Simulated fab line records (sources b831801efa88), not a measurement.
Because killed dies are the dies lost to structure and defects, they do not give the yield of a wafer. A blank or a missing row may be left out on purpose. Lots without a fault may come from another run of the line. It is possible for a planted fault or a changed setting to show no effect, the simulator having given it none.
Chamber matching | flow gf180mcu | GF_MIM_CVD_05 on pecvd-01: 3 sister chambers
The step deposits Si3N4, target thk 42 nm, time 29.086 s. 15 wafers are shown with their chamber, then 7 later ones without.

== EACH WAFER AND ITS CHAMBER ==
wafer  | chamber | heaterPowerW (W) | runLengthS (s) | tempMaxC (C)
L917.3 | 2       | 506              | 57.7           | 400.12
L917.4 | 0       | 609              | 56.9           | 399.98
L917.6 | 2       | 529              | 57.0           | 400.06
L919.1 | 1       | 749              | 56.8           | 399.91
L919.3 | 2       | 565              | 57.1           | 400.07
L919.4 | 1       | 599              | 56.8           | 399.61
L926.3 | 0       | 593              | 57.1           | 400.09
L926.5 | 0       | 601              | 56.3           | 400.20
L926.6 | 2       | 545              | 57.2           | 400.03
L927.4 | 1       | 672              | 57.4           | 399.92
L927.5 | 0       | 673              | 56.4           | 399.75
L927.6 | 2       | 524              | 57.3           | 399.97
L930.2 | 2       | 578              | 57.0           | 399.81
L930.3 | 1       | 748              | 57.3           | 399.98
L930.6 | 0       | 660              | 56.7           | 400.27

SIGNATURES, as means of the wafers listed above
reading      | chamber 0 | chamber 1 | chamber 2 | scatter within a chamber
heaterPowerW | 627.20    | 692.00    | 541.17    | 45.1
runLengthS   | 56.680    | 57.075    | 57.217    | 0.303
tempMaxC     | 400.0580  | 399.8550  | 400.0100  | 0.161
Rule: distance of a wafer from a chamber = root of the sum over the readings of ((wafer's reading minus chamber's mean) / reading's scatter) squared. If the next closest chamber is less than 2 further off than the closest, the wafer can't be placed; otherwise it belongs to the closest. The scatter: take each reading less its chamber's mean, square it, sum over the shown wafers, divide by the number of wafers less the number of chambers, and take the root.

== WAFERS MISSING THEIR CHAMBER ==
wafer  | heaterPowerW (W) | runLengthS (s) | tempMaxC (C)
L931.3 | 480              | 57.1           | 399.58
L931.4 | 663              | 56.4           | 399.70
L931.6 | 485              | 57.2           | 400.11
L936.3 | 537              | 57.3           | 400.01
L936.4 | 733              | 56.6           | 399.73
L936.6 | 740              | 56.5           | 400.43
L939.3 | 717              | 56.5           | 400.59

== CHAMBER TAKEN BY EACH ==
wafer  | from the rows above          | in truth
L931.3 | can't be placed: 2 or 0 or 1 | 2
L931.4 | can't be placed: 1 or 0 or 2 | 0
L931.6 | 2                            | 2
L936.3 | 2                            | 2
L936.4 | can't be placed: 1 or 0      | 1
L936.6 | can't be placed: 0 or 1      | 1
L939.3 | can't be placed: 0 or 1 or 2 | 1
Correct placement for 2 of the 7. Not placeable from these rows: 5 (in 5, the candidates include the true chamber). Wrongly placed: 0.
